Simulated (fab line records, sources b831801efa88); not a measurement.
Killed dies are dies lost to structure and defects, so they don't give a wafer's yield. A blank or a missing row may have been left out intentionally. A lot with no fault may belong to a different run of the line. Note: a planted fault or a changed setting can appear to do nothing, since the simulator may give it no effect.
fab line records	flow gf180mcu
[record] lots = 24	wafers = 72	last-day = 34
route steps=602 shown M2@365 V3@455 M4@458 V4@493 MIM@505
lots that met no fault: from a run of the same line without faults
start-h: start of the lot's first displayed wafer, in hours after the record's first day	wait-h: hours from the lot's prior step to this one	" as in the row above	L1.1+2: several wafers, shown together as one row	- either no value or no given start	* or withheld: withheld	< > ~ a bound
route shown NAME@n: names a module that has steps shown in the file, with the first one's number in the route	usual: mean/standard deviation of fault-free wafers	same: alike in all rows	chamber/n: place in a boat	sites: the reading at each site	_std_site: the standard deviation of these	_edge_site: inner sites' mean taken away from outer sites' mean	radius-mm: for every site, how far away it sits from the centre of the wafer	mask NAME#n: copy n	behind: the last tool/chamber to shape the wafer	hold: why the lot was held/for how many hours/how that ended	device: the transistor (n, p or np) that didn't switch	end of line: the tests these same wafers got at the end of their route	for a step that has no rows: nothing shown but its recipe	killed: the dies lost at the first sort to structure and to defects; this is not the yield of the wafer	map: dies across one wafer; x = killed, . = not, _ = none there
set.NAME: the setting the step ran with; set.NAME@STEP: the setting that earlier step ran with	model.NAME: the simulator's own value behind a step, which no gauge read
a sample of lots followed through the steps of the route, with each step as a table and each wafer as a row
services: a tool's chamber out of use, with start hour (start-h, from the record's first day; less than 0 if before it), hours out, and reason
[[steps]]
[step GF_M2_SPUTTER_03]
[recipe] material = Ti	target-thk-nm = 10	substrate-temp-c = 300	chamber-pressure-pa = 0.3	power-w = 3000	time-s = 6.7
[usual] throttle-valve-pct = 30.3/0.94
lot.wafer	tool	chamber	start-h	wait-h	throttle-valve-pct
L074.3	pvd-sputter-04	-	418.69	0.0	30.3
L074.4	"	-	"	"	29.6
L074.6	"	-	"	"	29.7
L075.1	pvd-sputter-02	-	427.49	0.0	30.1
L075.2	"	-	"	"	30.6
L075.3	"	-	"	"	31.1
L076.2	pvd-sputter-03	-	439.89	0.0	29.5
L076.5	"	-	"	"	32.0
L076.6	"	-	"	"	29.4
L077.2	pvd-sputter-04	-	443.93	0.0	29.7
L077.3	"	-	"	"	30.2
L077.5	"	-	"	"	29.6
L078.1	pvd-sputter-02	-	447.02	0.0	31.0
L078.3	"	-	"	"	30.2
L078.4	"	-	"	"	30.7
L079.4	pvd-sputter-02	-	456.51	0.0	30.8
L079.5	"	-	"	"	30.0
L079.6	"	-	"	"	30.7
L080.2	pvd-sputter-04	-	461.60	0.0	31.9
L080.4	"	-	"	"	29.6
L080.5	"	-	"	"	31.8
L081.1	pvd-sputter-02	-	481.03	0.0	31.0
L081.2	"	-	"	"	30.1
L081.6	"	-	"	"	31.4
L082.1	pvd-sputter-04	-	491.29	0.0	28.6
L082.4	"	-	"	"	31.8
L082.5	"	-	"	"	29.7
L083.1	pvd-sputter-03	-	496.18	0.0	31.5
L083.2	"	-	"	"	29.7
L083.4	"	-	"	"	32.0
L084.1	pvd-sputter-04	-	505.83	0.0	29.1
L084.4	"	-	"	"	31.9
L084.5	"	-	"	"	28.4
L085.2	pvd-sputter-03	-	512.81	0.0	31.6
L085.4	"	-	"	"	31.9
L085.5	"	-	"	"	29.3
L086.1	pvd-sputter-02	-	525.84	0.0	30.0
L086.2	"	-	"	"	30.5
L086.6	"	-	"	"	30.6
L087.2	pvd-sputter-02	-	537.75	0.0	30.4
L087.4	"	-	"	"	30.1
L087.6	"	-	"	"	31.0
L088.1	pvd-sputter-04	-	544.28	0.0	29.0
L088.3	"	-	"	"	30.3
L088.5	"	-	"	"	30.1
L089.2	pvd-sputter-04	-	548.38	0.0	31.6
L089.4	"	-	"	"	29.7
L089.5	"	-	"	"	29.0
L090.1	pvd-sputter-02	-	558.23	0.0	30.5
L090.4	"	-	"	"	31.1
L090.5	"	-	"	"	30.0
L091.1	pvd-sputter-04	-	564.95	0.0	28.9
L091.3	"	-	"	"	30.2
L091.6	"	-	"	"	28.7
L092.1	pvd-sputter-04	-	572.61	0.0	30.4
L092.4	"	-	"	"	29.0
L092.5	"	-	"	"	29.5
L093.2	pvd-sputter-03	-	575.80	0.0	29.4
L093.3	"	-	"	"	31.9
L093.4	"	-	"	"	31.3
L094.1	pvd-sputter-02	-	582.75	0.0	30.8
L094.5	"	-	"	"	30.5
L094.6	"	-	"	"	30.3
L095.2	pvd-sputter-02	-	588.72	0.0	31.0
L095.4	"	-	"	"	30.5
L095.5	"	-	"	"	30.0
L096.2	pvd-sputter-04	-	598.53	0.0	30.3
L096.4	"	-	"	"	29.6
L096.5	"	-	"	"	29.9
L097.3	pvd-sputter-04	-	603.49	0.0	31.9
L097.4	"	-	"	"	29.7
L097.5	"	-	"	"	29.6
[step GF_V3_CMP_26]
[recipe] stop-on = SiO2	down-force-psi = 3.5	platen-rpm = 60	t-overpolish-s = 15	target-thk-nm = 0	pad-velocity-m-s = 0.94248
[usual] edge-zone-pressure-frac = 1.000/0.0053	head-pressure-psi = 3.500/0.0078	motor-current-A = 11.3/0.93	overpolish-run-s = 15.000/0.0088	time-to-endpoint-s = 84/3.1
lot.wafer	tool	chamber	start-h	wait-h	edge-zone-pressure-frac	head-pressure-psi	motor-current-A	overpolish-run-s	time-to-endpoint-s
L074.4	cmp-02	1	519.69	0.0	1.009	3.500	10.4	15.007	88
L074.3	"	0	"	"	0.999	3.490	11.1	15.010	86
L074.6	"	2	"	"	0.989	3.503	10.8	14.996	81
L075.1	cmp-01	2	528.96	0.1	1.000	3.492	11.2	15.007	82
L075.2	"	3	"	"	0.997	3.499	10.4	15.002	87
L075.3	"	0	"	"	0.995	3.501	9.3	15.005	78
L076.2	cmp-02	3	540.13	0.2	1.003	3.486	12.4	14.990	81
L076.6	"	0	"	"	0.993	3.503	11.5	14.983	83
L076.5	"	1	"	"	1.012	3.493	10.6	14.995	83
L077.2	cmp-01	2	542.81	0.0	1.003	3.496	11.5	14.999	80
L077.3	"	1	"	"	0.996	3.505	12.4	15.003	78
L077.5	"	3	"	"	1.005	3.498	11.1	15.005	86
L078.4	cmp-01	0	546.59	0.0	1.000	3.491	10.3	14.998	82
L078.3	"	2	"	"	1.015	3.505	12.4	15.001	84
L078.1	"	3	"	"	0.999	3.503	10.6	14.989	83
L079.4	cmp-01	3	555.02	0.4	1.000	3.498	10.6	14.987	93
L079.6	"	0	"	"	1.009	3.505	10.4	15.006	80
L079.5	"	1	"	"	1.005	3.500	13.1	14.989	83
L080.4	cmp-02	1	559.37	0.0	1.005	3.492	10.3	15.016	87
L080.2	"	2	"	"	0.998	3.514	10.8	15.006	83
L080.5	"	2	"	"	0.992	3.513	11.0	14.992	82
L081.1	cmp-01	1	578.21	0.1	1.003	3.493	13.1	14.996	82
L081.2	"	2	"	"	1.003	3.488	11.9	15.005	85
L081.6	"	1	"	"	1.008	3.503	13.1	15.009	79
L082.1	cmp-02	0	587.34	0.1	1.011	3.498	11.5	14.981	82
L082.4	"	2	"	"	1.002	3.517	10.7	14.987	82
L082.5	"	0	"	"	1.011	3.516	11.8	14.996	86
L083.2	cmp-02	2	592.59	0.0	0.990	3.489	11.6	15.000	82
L083.1	"	0	"	"	0.999	3.503	10.9	15.013	81
L083.4	"	1	"	"	1.002	3.501	10.6	15.001	86
L084.4	cmp-01	3	600.76	0.1	1.001	3.496	10.9	14.991	88
L084.1	"	0	"	"	0.997	3.497	10.3	15.014	79
L084.5	"	2	"	"	1.003	3.509	11.9	14.998	88
L085.2	cmp-02	1	606.16	0.0	0.997	3.498	10.9	15.003	91
L085.4	"	2	"	"	1.000	3.506	10.7	14.999	88
L085.5	"	2	"	"	1.003	3.505	11.2	15.005	87
L086.1	cmp-02	1	617.03	0.1	0.993	3.500	10.6	14.991	87
L086.2	"	3	"	"	0.993	3.501	12.4	15.011	82
L086.6	"	1	"	"	1.001	3.504	10.2	15.001	86
L087.4	cmp-02	1	627.61	0.0	1.000	3.503	10.2	15.007	87
L087.2	"	2	"	"	0.995	3.519	11.5	15.005	86
L087.6	"	1	"	"	1.000	3.502	10.4	14.995	87
L088.3	cmp-01	0	635.69	0.1	0.991	3.510	9.6	14.998	80
L088.1	"	1	"	"	0.997	3.505	12.8	15.015	83
L088.5	"	3	"	"	1.004	3.503	10.8	15.010	88
L089.4	cmp-01	1	637.96	0.1	0.991	3.501	12.0	15.005	84
L089.2	"	3	"	"	0.992	3.507	11.1	14.993	86
L089.5	"	1	"	"	0.995	3.501	12.4	14.995	82
L090.4	cmp-01	0	646.64	0.1	0.996	3.494	9.7	15.002	80
L090.1	"	2	"	"	0.994	3.500	11.8	15.005	84
L090.5	"	0	"	"	0.995	3.493	10.3	14.992	83
L091.3	cmp-02	2	655.59	0.1	1.009	3.480	10.9	14.982	84
L091.1	"	3	"	"	1.002	3.496	12.4	14.985	87
L091.6	"	1	"	"	1.008	3.500	10.4	14.994	89
L092.4	cmp-01	1	660.28	0.0	1.000	3.493	12.7	15.014	78
L092.1	"	0	"	"	1.001	3.496	9.5	15.003	78
L092.5	"	1	"	"	1.001	3.494	12.6	15.002	80
L093.4	cmp-02	2	663.75	0.0	1.002	3.513	11.5	14.982	84
L093.2	"	3	"	"	1.001	3.504	12.1	15.001	83
L093.3	"	1	"	"	1.008	3.484	10.4	14.991	88
L094.1	cmp-02	2	670.08	0.1	1.001	3.500	11.3	15.000	84
L094.6	"	0	"	"	1.001	3.505	11.2	15.001	83
L094.5	"	1	"	"	0.996	3.500	10.2	15.004	87
L095.2	cmp-01	2	675.96	0.0	0.999	3.503	11.9	14.981	81
L095.4	"	0	"	"	0.990	3.502	9.9	14.999	82
L095.5	"	3	"	"	1.002	3.506	10.5	15.000	88
L096.4	cmp-02	2	685.51	0.1	0.994	3.505	10.8	15.012	85
L096.2	"	0	"	"	0.997	3.503	11.7	14.996	84
L096.5	"	1	"	"	1.006	3.513	10.8	15.007	89
L097.4	cmp-02	2	687.31	0.1	0.997	3.507	11.4	14.999	88
L097.3	"	0	"	"	0.988	3.493	12.2	14.999	88
L097.5	"	2	"	"	1.000	3.508	10.9	15.012	87
[step GF_M4_SPUTTER_02]
[recipe] material = AlCu	target-thk-nm = 450	power-w = 10600	time-s = 23.9	chamber-pressure-pa = 0.4
[usual] throttle-valve-pct = 30.4/0.97
lot.wafer	tool	chamber	start-h	wait-h	throttle-valve-pct
L074.3	pvd-sputter-02	-	520.12	0.0	30.3
L074.4	"	-	"	"	31.0
L074.6	"	-	"	"	30.9
L075.1	pvd-sputter-04	-	529.35	0.0	28.6
L075.2	"	-	"	"	30.4
L075.3	"	-	"	"	29.8
L076.2	pvd-sputter-04	-	540.41	0.0	30.2
L076.5	"	-	"	"	28.6
L076.6	"	-	"	"	29.7
L077.2	pvd-sputter-03	-	543.24	0.0	31.4
L077.3	"	-	"	"	29.3
L077.5	"	-	"	"	31.8
L078.1	pvd-sputter-02	-	547.03	0.0	30.8
L078.3	"	-	"	"	31.1
L078.4	"	-	"	"	30.1
L079.4	pvd-sputter-02	-	555.30	0.0	30.9
L079.5	"	-	"	"	30.5
L079.6	"	-	"	"	30.3
L080.2	pvd-sputter-03	-	559.80	0.0	31.4
L080.4	"	-	"	"	29.4
L080.5	"	-	"	"	31.5
L081.1	pvd-sputter-02	-	578.64	0.0	30.3
L081.2	"	-	"	"	31.0
L081.6	"	-	"	"	30.6
L082.1	pvd-sputter-03	-	587.72	0.0	29.4
L082.4	"	-	"	"	31.4
L082.5	"	-	"	"	31.4
L083.1	pvd-sputter-03	-	593.02	0.0	29.4
L083.2	"	-	"	"	29.4
L083.4	"	-	"	"	31.4
L084.1	pvd-sputter-02	-	601.09	0.0	30.9
L084.4	"	-	"	"	30.0
L084.5	"	-	"	"	30.2
L085.2	pvd-sputter-04	-	606.59	0.0	29.0
L085.4	"	-	"	"	30.2
L085.5	"	-	"	"	30.0
L086.1	pvd-sputter-04	-	617.46	0.0	29.6
L086.2	"	-	"	"	30.1
L086.6	"	-	"	"	28.7
L087.2	pvd-sputter-04	-	628.04	0.0	30.0
L087.4	"	-	"	"	31.7
L087.6	"	-	"	"	30.1
L088.1	pvd-sputter-04	-	636.02	0.0	29.5
L088.3	"	-	"	"	28.7
L088.5	"	-	"	"	28.9
L089.2	pvd-sputter-02	-	638.34	0.0	30.9
L089.4	"	-	"	"	30.7
L089.5	"	-	"	"	30.7
L090.1	pvd-sputter-03	-	647.02	0.0	29.4
L090.4	"	-	"	"	32.0
L090.5	"	-	"	"	29.3
L091.1	pvd-sputter-03	-	655.97	0.0	29.7
L091.3	"	-	"	"	31.8
L091.6	"	-	"	"	29.4
L092.1	pvd-sputter-03	-	660.71	0.0	29.3
L092.4	"	-	"	"	31.8
L092.5	"	-	"	"	32.0
L093.2	pvd-sputter-04	-	664.18	0.0	29.6
L093.3	"	-	"	"	28.8
L093.4	"	-	"	"	31.5
L094.1	pvd-sputter-02	-	670.41	0.0	29.9
L094.5	"	-	"	"	30.6
L094.6	"	-	"	"	30.6
L095.2	pvd-sputter-02	-	676.41	0.0	30.3
L095.4	"	-	"	"	30.2
L095.5	"	-	"	"	30.1
L096.2	pvd-sputter-03	-	685.89	0.0	29.4
L096.4	"	-	"	"	31.7
L096.5	"	-	"	"	29.5
L097.3	pvd-sputter-04	-	687.69	0.0	29.6
L097.4	"	-	"	"	31.6
L097.5	"	-	"	"	30.6
[step GF_V4_ETCH_17]
[recipe] chemistry = C4F8/O2/Ar	mask-material = KrF	target = SiO2	stop-on = TiN	source-w = 1500	bias-w = 1200	pressure-mtorr = 40	c4f8-flow-sccm = withheld	O2_flow_sccm = 6	Ar_flow_sccm = 300	time-s = withheld	target-depth-a = 6300
[usual] oes-product-au = 0.855/0.0047
lot.wafer	tool	chamber	start-h	wait-h	oes-product-au
L074.3	rie-diel-04	2	-	-	0.849
L074.4	"	3	"	"	0.863
L074.6	"	0	"	"	0.858
L075.1	rie-diel-04	0	-	-	0.855
L075.2	"	1	"	"	0.851
L075.3	"	2	"	"	0.863
L076.2	rie-diel-01	3	-	-	0.859
L076.5	"	3	"	"	0.857
L076.6	"	2	"	"	0.855
L077.2	rie-diel-03	0	-	-	0.857
L077.3	"	3	"	"	0.854
L077.5	"	2	"	"	0.859
L078.1	rie-diel-04	0	-	-	0.862
L078.3	"	2	"	"	0.856
L078.4	"	3	"	"	0.848
L079.4	rie-diel-03	0	-	-	0.856
L079.5	"	2	"	"	0.854
L079.6	"	3	"	"	0.860
L080.2	rie-diel-01	1	-	-	0.854
L080.4	"	0	"	"	0.858
L080.5	"	3	"	"	0.854
L081.1	rie-diel-03	0	-	-	0.868
L081.2	"	1	"	"	0.859
L081.6	"	1	"	"	0.850
L082.1	rie-diel-01	1	-	-	0.852
L082.4	"	3	"	"	0.847
L082.5	"	2	"	"	0.857
L083.1	rie-diel-04	1	-	-	0.851
L083.2	"	2	"	"	0.859
L083.4	"	0	"	"	0.849
L084.1	rie-diel-04	1	-	-	0.855
L084.4	"	2	"	"	0.857
L084.5	"	0	"	"	0.856
L085.2	rie-diel-04	1	-	-	0.847
L085.4	"	2	"	"	0.850
L085.5	"	2	"	"	0.852
L086.1	rie-diel-03	3	-	-	0.853
L086.2	"	2	"	"	0.848
L086.6	"	1	"	"	0.855
L087.2	rie-diel-04	1	-	-	0.866
L087.4	"	0	"	"	0.858
L087.6	"	0	"	"	0.855
L088.1	rie-diel-03	0	-	-	0.852
L088.3	"	3	"	"	0.852
L088.5	"	1	"	"	0.853
L089.2	rie-diel-03	2	-	-	0.854
L089.4	"	0	"	"	0.852
L089.5	"	1	"	"	0.852
L090.1	rie-diel-04	2	-	-	0.856
L090.4	"	1	"	"	0.854
L090.5	"	3	"	"	0.843
L091.1	rie-diel-01	0	-	-	0.860
L091.3	"	1	"	"	0.856
L091.6	"	0	"	"	0.850
L092.1	rie-diel-01	2	-	-	0.852
L092.4	"	3	"	"	0.851
L092.5	"	3	"	"	0.858
L093.2	rie-diel-04	3	-	-	0.863
L093.3	"	0	"	"	0.853
L093.4	"	1	"	"	0.860
L094.1	rie-diel-01	0	-	-	0.849
L094.5	"	0	"	"	0.852
L094.6	"	1	"	"	0.864
L095.2	rie-diel-03	1	-	-	0.853
L095.4	"	2	"	"	0.849
L095.5	"	1	"	"	0.858
L096.2	rie-diel-03	0	-	-	0.855
L096.4	"	3	"	"	0.851
L096.5	"	3	"	"	0.848
L097.3	rie-diel-04	2	-	-	0.847
L097.4	"	1	"	"	0.853
L097.5	"	0	"	"	0.862
[step GF_V4_CVD_23]
[recipe] material = W	target-thk-nm = 350	time-s = 104.9	temp-c = 400	pressure-torr = 40
[usual] heater-power-w = 802/110
lot.wafer	tool	chamber	start-h	wait-h	heater-power-w
L074.3	cvd-w-01	0	567.52	0.1	737
L074.4	"	1	"	"	930
L074.6	"	0	"	"	724
L075.1	cvd-w-01	1	576.23	0.0	911
L075.2	"	0	"	"	706
L075.3	"	0	"	"	713
L076.2	cvd-w-01	1	586.55	0.0	905
L076.5	"	1	"	"	938
L076.6	"	0	"	"	739
L077.2	cvd-w-02	0	589.14	0.0	658
L077.3	"	0	"	"	665
L077.5	"	0	"	"	651
L078.1	cvd-w-01	0	592.71	0.0	732
L078.3	"	1	"	"	927
L078.4	"	0	"	"	725
L079.4	cvd-w-02	0	600.04	0.1	652
L079.5	"	0	"	"	656
L079.6	"	1	"	"	876
L080.2	cvd-w-02	0	605.04	0.0	668
L080.4	"	1	"	"	897
L080.5	"	1	"	"	887
L081.1	cvd-w-02	0	623.51	0.0	670
L081.2	"	1	"	"	906
L081.6	"	1	"	"	895
L082.1	cvd-w-01	0	631.29	0.0	720
L082.4	"	1	"	"	936
L082.5	"	0	"	"	729
L083.1	cvd-w-02	1	635.64	0.0	874
L083.2	"	0	"	"	657
L083.4	"	1	"	"	912
L084.1	cvd-w-01	0	644.11	0.0	714
L084.4	"	0	"	"	740
L084.5	"	1	"	"	913
L085.2	cvd-w-02	1	650.11	0.0	872
L085.4	"	0	"	"	656
L085.5	"	1	"	"	889
L086.1	cvd-w-01	1	660.74	0.0	930
L086.2	"	0	"	"	720
L086.6	"	1	"	"	941
L087.2	cvd-w-02	1	670.10	0.0	892
L087.4	"	0	"	"	666
L087.6	"	1	"	"	896
L088.1	cvd-w-01	1	677.67	0.0	931
L088.3	"	1	"	"	957
L088.5	"	0	"	"	723
L089.2	cvd-w-02	0	680.15	0.0	660
L089.4	"	1	"	"	919
L089.5	"	1	"	"	922
L090.1	cvd-w-01	0	687.64	0.0	726
L090.4	"	1	"	"	931
L090.5	"	0	"	"	713
L091.1	cvd-w-02	0	696.27	0.0	671
L091.3	"	1	"	"	904
L091.6	"	0	"	"	662
L092.1	cvd-w-01	1	700.75	0.0	920
L092.4	"	0	"	"	734
L092.5	"	1	"	"	918
L093.2	cvd-w-02	1	703.83	0.0	884
L093.3	"	0	"	"	667
L093.4	"	1	"	"	906
L094.1	cvd-w-01	0	709.88	0.0	731
L094.5	"	0	"	"	718
L094.6	"	1	"	"	918
L095.2	cvd-w-02	0	715.44	0.0	685
L095.4	"	0	"	"	655
L095.5	"	0	"	"	665
L096.2	cvd-w-02	0	724.80	0.0	675
L096.4	"	1	"	"	915
L096.5	"	1	"	"	921
L097.3	cvd-w-02	1	726.12	0.1	907
L097.4	"	0	"	"	654
L097.5	"	0	"	"	673
[step GF_MIM_SPUTTER_02]
[recipe] material = AlCu	target-thk-nm = 450	power-w = 10600	time-s = 23.9	chamber-pressure-pa = 0.4
[usual] throttle-valve-pct = 30.1/0.94
lot.wafer	tool	chamber	start-h	wait-h	throttle-valve-pct
L074.3	pvd-sputter-01	-	568.20	0.0	29.2
L074.4	"	-	"	"	29.4
L074.6	"	-	"	"	29.6
L075.1	pvd-sputter-02	-	576.95	0.0	31.1
L075.2	"	-	"	"	30.2
L075.3	"	-	"	"	30.2
L076.2	pvd-sputter-01	-	587.27	0.0	31.6
L076.5	"	-	"	"	29.0
L076.6	"	-	"	"	31.6
L077.2	pvd-sputter-04	-	589.86	0.0	30.0
L077.3	"	-	"	"	29.0
L077.5	"	-	"	"	28.7
L078.1	pvd-sputter-01	-	593.43	0.0	29.4
L078.3	"	-	"	"	29.0
L078.4	"	-	"	"	31.5
L079.4	pvd-sputter-01	-	600.73	0.0	28.9
L079.5	"	-	"	"	29.0
L079.6	"	-	"	"	29.5
L080.2	pvd-sputter-01	-	605.76	0.0	29.8
L080.4	"	-	"	"	31.2
L080.5	"	-	"	"	29.2
L081.1	pvd-sputter-02	-	624.24	0.0	29.9
L081.2	"	-	"	"	31.1
L081.6	"	-	"	"	31.2
L082.1	pvd-sputter-04	-	632.01	0.0	30.2
L082.4	"	-	"	"	31.7
L082.5	"	-	"	"	29.6
L083.1	pvd-sputter-01	-	636.36	0.0	31.6
L083.2	"	-	"	"	28.9
L083.4	"	-	"	"	29.0
L084.1	pvd-sputter-02	-	644.83	0.0	30.6
L084.4	"	-	"	"	30.4
L084.5	"	-	"	"	30.3
L085.2	pvd-sputter-04	-	650.99	0.0	31.7
L085.4	"	-	"	"	30.4
L085.5	"	-	"	"	31.9
L086.1	pvd-sputter-02	-	661.46	0.0	30.5
L086.2	"	-	"	"	30.9
L086.6	"	-	"	"	30.9
L087.2	pvd-sputter-04	-	670.82	0.0	29.5
L087.4	"	-	"	"	29.0
L087.6	"	-	"	"	30.4
L088.1	pvd-sputter-01	-	678.39	0.0	29.4
L088.3	"	-	"	"	28.9
L088.5	"	-	"	"	31.3
L089.2	pvd-sputter-04	-	680.88	0.0	32.0
L089.4	"	-	"	"	29.7
L089.5	"	-	"	"	28.9
L090.1	pvd-sputter-01	-	688.36	0.0	31.7
L090.4	"	-	"	"	29.0
L090.5	"	-	"	"	29.0
L091.1	pvd-sputter-01	-	696.99	0.0	29.1
L091.3	"	-	"	"	29.0
L091.6	"	-	"	"	29.2
L092.1	pvd-sputter-02	-	701.48	0.0	30.0
L092.4	"	-	"	"	30.0
L092.5	"	-	"	"	30.6
L093.2	pvd-sputter-01	-	704.93	0.0	29.3
L093.3	"	-	"	"	29.4
L093.4	"	-	"	"	29.2
L094.1	pvd-sputter-02	-	710.60	0.0	30.8
L094.5	"	-	"	"	30.5
L094.6	"	-	"	"	30.4
L095.2	pvd-sputter-04	-	716.17	0.0	30.2
L095.4	"	-	"	"	31.8
L095.5	"	-	"	"	28.9
L096.2	pvd-sputter-02	-	725.53	0.0	30.1
L096.4	"	-	"	"	31.0
L096.5	"	-	"	"	31.0
L097.3	pvd-sputter-02	-	726.80	0.0	30.8
L097.4	"	-	"	"	31.0
L097.5	"	-	"	"	30.7
[[services]]
tool	chamber	start-h	hours	kind
cmp-02	-	404.18	4.0	pm
cvd-w-02	-	431.23	2.8	pm
cmp-01	-	451.89	10.2	repair
pvd-sputter-02	-	520.96	1.5	repair
cmp-02	-	526.15	8.5	repair
cmp-01	-	535.28	1.3	repair
cmp-01	-	549.59	1.2	repair
cmp-01	-	552.96	1.9	repair
pvd-sputter-04	-	554.55	1.0	repair
cmp-02	-	555.67	0.7	repair
cmp-01	-	567.20	3.3	repair
pvd-sputter-02	-	569.67	5.2	repair
cmp-01	-	572.00	4.0	pm
cmp-01	-	580.80	0.5	repair
pvd-sputter-04	-	591.34	6.8	repair
pvd-sputter-02	-	591.91	5.1	repair
cmp-02	-	609.23	6.3	pm
pvd-sputter-02	-	613.32	10.3	repair
cmp-01	-	623.08	2.9	repair
cmp-01	-	638.57	2.8	repair
cmp-01	-	649.24	3.8	pm
pvd-sputter-04	-	674.35	1.9	repair
cmp-02	-	702.76	4.6	pm
pvd-sputter-02	-	721.68	2.7	repair
[[key]]
fault none
